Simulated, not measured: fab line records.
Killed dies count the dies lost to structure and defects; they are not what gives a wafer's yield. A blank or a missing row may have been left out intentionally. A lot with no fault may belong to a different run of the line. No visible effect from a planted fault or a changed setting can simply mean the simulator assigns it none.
Which tool was responsible? | flow sfq-line | at 1 step of a route of 325, 13 lots with 39 wafers sampled

== WHAT THE GAUGES SHOWED, per wafer ==
The record lacks any reading of a measuring or inspecting step that a usual standard deviation could be used to judge.

== EACH LOT AND THE TOOL THAT RAN IT (in order: tool; ch and the chambers of the sampled wafers; start) ==
lot  | SFQ_TRILAYER_I5_ETCH_VIA_ETCH_147
L578 | rie-diel-01 ch 0,1, day 61 15:03
L580 | rie-diel-02 ch 2,3, day 62 03:03
L581 | rie-diel-01 ch 0,1, day 62 05:04
L582 | rie-diel-01 ch 0,1,3, day 71 06:54
L583 | rie-diel-01 ch 0,2,3, day 71 14:06
L587 | rie-diel-01 ch 0,3, day 73 05:36
L593 | rie-diel-03 ch 0,1, day 74 04:24
L594 | rie-diel-03 ch 0,2,3, day 74 08:00
L595 | rie-diel-02 ch 0,1,3, day 74 10:24
L597 | rie-diel-03 ch 0,1, day 74 15:12
L598 | rie-diel-03 ch 0,1,3, day 74 23:36
L599 | rie-diel-03 ch 0,1,2, day 75 02:00
L601 | rie-diel-03 ch 0,1, day 75 11:36
- SFQ_TRILAYER_I5_ETCH_VIA_ETCH_147: etches the open film in CHF3, stops on Nb, target depth 360 nm.

== WHAT THE TOOLS THEMSELVES READ (means of the sampled wafers that have a number; where no wafer has one, the mark that the record gives instead) ==
SFQ_TRILAYER_I5_ETCH_VIA_ETCH_147.
lot  | tool        | chamber-pressure-mTorr (mTorr) | drypump-motor-current-A (A) | oes-product-au (a.u.) | rf-fwd-power-W (W)
L578 | rie-diel-01 | 30.03                          | 5.8                         | 0.995                 | 498.8
L580 | rie-diel-02 | 29.97                          | 5.7                         | 0.979                 | 499.3
L581 | rie-diel-01 | 30.00                          | 5.8                         | 0.996                 | 498.8
L582 | rie-diel-01 | 29.98                          | 5.6                         | 0.993                 | 499.8
L583 | rie-diel-01 | 30.02                          | 5.7                         | 0.989                 | 497.2
L587 | rie-diel-01 | 30.01                          | 5.6                         | 0.989                 | 470.4
L593 | rie-diel-03 | 30.00                          | 5.8                         | 0.982                 | 498.6
L594 | rie-diel-03 | 30.00                          | 6.4                         | 0.993                 | 499.7
L595 | rie-diel-02 | 30.05                          | 5.3                         | 0.984                 | 499.4
L597 | rie-diel-03 | 29.98                          | 5.8                         | 0.988                 | 499.1
L598 | rie-diel-03 | 30.00                          | 5.9                         | 0.985                 | 499.1
L599 | rie-diel-03 | 30.01                          | 6.0                         | 0.987                 | 497.6
L601 | rie-diel-03 | 29.99                          | 5.5                         | 0.990                 | 498.2

== THE ANSWER, worked out from the rows above alone ==
Rule: what is usual is taken from the lots themselves. The widest of any qualifying gaps counts: lots, ordered by their means at a reading, are off when they make up no more than a third of the lots, leave a main group of 4 or more, and stand apart from it by 3 or more times the standard deviation of that group's means. A main group whose means are all the same, to the digits that the tables above print for the reading, isn't used. Also off: a lot with no number at a reading for which 4 or more lots have one. The other lots that the step has rows for count as sound. The gauges are gone through in route order, then the tools' own readings, and for those a lot's mean is taken as printed above. At the first step where some lot is off, the reading lying furthest off is the one used; lots without a number count as furthest.
Off: L587 (SFQ_TRILAYER_I5_ETCH_VIA_ETCH_147, rf-fwd-power-W). The main group has a mean of 498.8 W with a standard deviation of 0.76.
A tool fits if, at that step or a process step before it, it ran every lot that is off, and no sound lot after the first of them. One fits: SFQ_TRILAYER_I5_ETCH_VIA_ETCH_147 on rie-diel-01. A fault onset in the window from L583 (day 71 14:06, its last sound lot) to L587 (day 73 05:36, its first lot off) fits.
On the lots that are off, the tool's own readings at SFQ_TRILAYER_I5_ETCH_VIA_ETCH_147 differ by more than 5 times the standard deviation of the sound lots' means, which bears it out; rf-fwd-power-W reads 470.4 W there versus 498.8 W on the sound lots.

== WHAT HAD BEEN PUT IN BY THE SIMULATOR ==
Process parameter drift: rie-diel-01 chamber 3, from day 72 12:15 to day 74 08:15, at SFQ_TRILAYER_I5_ETCH_VIA_ETCH_147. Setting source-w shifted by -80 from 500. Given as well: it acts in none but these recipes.
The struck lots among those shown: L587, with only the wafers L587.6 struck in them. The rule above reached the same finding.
